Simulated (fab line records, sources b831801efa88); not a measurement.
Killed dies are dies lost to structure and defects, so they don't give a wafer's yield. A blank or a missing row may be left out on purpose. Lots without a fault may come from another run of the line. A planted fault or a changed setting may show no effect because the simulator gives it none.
Which tool did it? | flow gf180mcu | 11 lots, 33 wafers sampled, at 2 steps of a route of 602

WHAT THE GAUGES READ, wafer by wafer
GF_POLY_GATE_THK_MEAS_17.
lot  | measured     | on            | POLY_GATE_OXIDATION_THK (nm)
L971 | day 9 13:16  | film_metro-03 | 4.08 4.00 3.92
L972 | day 9 22:13  | film_metro-02 | 4.11 4.09 3.99
L977 | day 11 12:07 | film_metro-02 | 3.96 3.93 3.90
L980 | day 12 09:52 | film_metro-03 | 5.66 5.69 5.67
L981 | day 12 18:06 | film_metro-02 | 5.72 5.74 5.79
L982 | day 13 03:17 | film_metro-04 | 4.03 4.05 4.00
L983 | day 13 10:19 | film_metro-03 | 4.00 4.03 4.02
L984 | day 13 14:06 | film_metro-02 | 3.90 3.99 3.88
L987 | day 14 14:55 | film_metro-04 | 3.95 4.00 3.91
L989 | day 15 08:31 | film_metro-02 | 4.04 4.04 4.00
L993 | day 16 08:22 | film_metro-04 | 4.02 3.99 4.01

WHICH TOOL RAN EACH LOT (tool, then ch and the chambers of the sampled wafers, then the start)
lot  | GF_POLY_GATE_OXIDATION_16
L971 | furnace-02 ch 0, day 9 12:00
L972 | furnace-02 ch 0, day 9 20:58
L977 | furnace-02 ch 0, day 11 10:50
L980 | furnace-01 ch 0, day 12 08:36
L981 | furnace-01 ch 0, day 12 16:51
L982 | furnace-02 ch 0, day 13 02:02
L983 | furnace-02 ch 0, day 13 09:04
L984 | furnace-02 ch 0, day 13 12:50
L987 | furnace-02 ch 0, day 14 13:38
L989 | furnace-02 ch 0, day 15 07:16
L993 | furnace-01 ch 0, day 16 07:07
- GF_POLY_GATE_OXIDATION_16: stabilise 600 s, purge 300 s, target thk 4 nm.

WHAT THE TOOLS THEMSELVES READ (means of the sampled wafers that have a number; where no wafer has one, the mark that the record gives instead)
GF_POLY_GATE_OXIDATION_16.
lot  | tool       | spike_tc_bottom_C (C) | spike_tc_centre_C (C) | spike_tc_lower_C (C) | spike_tc_top_C (C) | spike_tc_upper_C (C) | tube_center_temp_C (C) | tube_center_temp_C_max | zone_power_upper_pct (%)
L971 | furnace-02 | 874                   | 848.5                 | 850.6                | 863.1              | 850.7                | 850                    | 852.6                  | 16.0
L972 | furnace-02 | 872                   | 849.1                 | 851.5                | 862.4              | 851.0                | 850                    | 852.1                  | 16.1
L977 | furnace-02 | 872                   | 848.3                 | 850.9                | 862.1              | 850.3                | 850                    | 852.1                  | 16.1
L980 | furnace-01 | 888                   | 879.4                 | 880.0                | 888.0              | 879.0                | 878                    | 880.3                  | 19.6
L981 | furnace-01 | 889                   | 879.1                 | 879.3                | 887.1              | 879.1                | 878                    | 880.6                  | 19.5
L982 | furnace-02 | 873                   | 848.7                 | 849.4                | 863.2              | 850.9                | 850                    | 852.1                  | 16.0
L983 | furnace-02 | 873                   | 849.0                 | 851.8                | 863.9              | 852.0                | 850                    | 852.2                  | 16.0
L984 | furnace-02 | 873                   | 848.3                 | 850.6                | 862.2              | 851.6                | 850                    | 852.3                  | 16.0
L987 | furnace-02 | 873                   | 848.6                 | 851.0                | 862.8              | 851.2                | 850                    | 852.2                  | 16.1
L989 | furnace-02 | 873                   | 848.9                 | 849.8                | 863.1              | 851.5                | 850                    | 852.2                  | 16.1
L993 | furnace-01 | 861                   | 849.9                 | 851.4                | 860.2              | 849.8                | 850                    | 852.0                  | 18.2

THE ANSWER, worked out from the rows above alone
Rule: what is usual is taken from the lots themselves. Put in order of their means at a reading, lots are off if they are a third of the lots or fewer, leave a main group of 4 or more, and stand apart from it by a gap of 3 or more times the standard deviation of the main group's means; of several such gaps the widest counts. A main group whose means are all the same, to the digits that the tables above print for the reading, isn't used. A lot without any number at a reading at which 4 lots or more have one is off too. The other lots that the step has rows for count as sound. The gauges are gone through in route order, then the tools' own readings, and for those a lot's mean is taken as printed above. The first step at which some lot is off is used, and at that step the reading that is off furthest; a lot without a number counts as furthest.
Off: L980, L981, at GF_POLY_GATE_THK_MEAS_17 (POLY_GATE_OXIDATION_THK). The main group: mean 3.99 nm, standard deviation 0.045.
A tool fits if, at a process step before that reading, it ran every lot that is off, and no sound lot after the first of them. The gauges at GF_POLY_GATE_THK_MEAS_17 aren't tried: what is off there is off at GF_POLY_GATE_OXIDATION_16 too, on other tools, and a gauge's error can't cause that. None of those tried fits.

WHAT THE SIMULATOR HAD PUT IN
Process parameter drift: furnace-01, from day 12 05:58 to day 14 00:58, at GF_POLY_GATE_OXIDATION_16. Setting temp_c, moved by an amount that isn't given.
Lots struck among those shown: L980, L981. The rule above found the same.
